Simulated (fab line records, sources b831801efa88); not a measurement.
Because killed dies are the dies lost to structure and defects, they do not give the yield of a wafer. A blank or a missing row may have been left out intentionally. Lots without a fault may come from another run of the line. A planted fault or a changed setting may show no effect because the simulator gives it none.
The tool behind it: which one? -- flow gf180mcu -- 6 lots with 17 wafers sampled at 2 steps, on a route of 602 steps

WHAT THE GAUGES SHOWED, per wafer
GF_MVPSD_TW_MEAS_11.
lot,measured,on,MVPSD_TW
L228,day 5 06:04,film_metro-04,547 545 547
L236,day 7 07:09,film_metro-01,542 541 545
L241,day 8 12:40,film_metro-03,563 565 560
L243,day 8 22:22,film_metro-03,563 565 566
L246,day 9 17:51,film_metro-01,542 542 541
L249,day 10 11:29,film_metro-03,564 563

EACH LOT AND THE TOOL THAT RAN IT (in order: tool; ch and the chambers of the sampled wafers; start)
lot,GF_MVSD_STRIP_10
L228,"plasma_asher-04 ch 0,1, day 4 16:49"
L236,"plasma_asher-01 ch 0,1, day 6 15:03"
L241,"plasma_asher-04 ch 0,1, day 7 20:25"
L243,"plasma_asher-04 ch 0,1, day 8 05:48"
L246,"plasma_asher-02 ch 0,1, day 9 00:04"
L249,"plasma_asher-02 ch 1, day 9 17:06"
- GF_MVSD_STRIP_10: strips in O2/N2.

THE ANSWER, worked out from the rows above alone
Rule: usual is defined by the lots themselves. The widest of any qualifying gaps counts: lots, ordered by their means at a reading, are off when they make up no more than a third of the lots, leave a main group of 4 or more, and stand apart from it by 3 or more times the standard deviation of that group's means. The tables above print the reading to a certain number of digits; a main group whose means all agree to those digits is not used. A lot without any number at a reading at which 4 lots or more have one is off too. All remaining lots with rows at the step are treated as sound.
Nothing can be told from this: no lot is off at any reading shown.

WHAT WAS PUT IN BY THE SIMULATOR
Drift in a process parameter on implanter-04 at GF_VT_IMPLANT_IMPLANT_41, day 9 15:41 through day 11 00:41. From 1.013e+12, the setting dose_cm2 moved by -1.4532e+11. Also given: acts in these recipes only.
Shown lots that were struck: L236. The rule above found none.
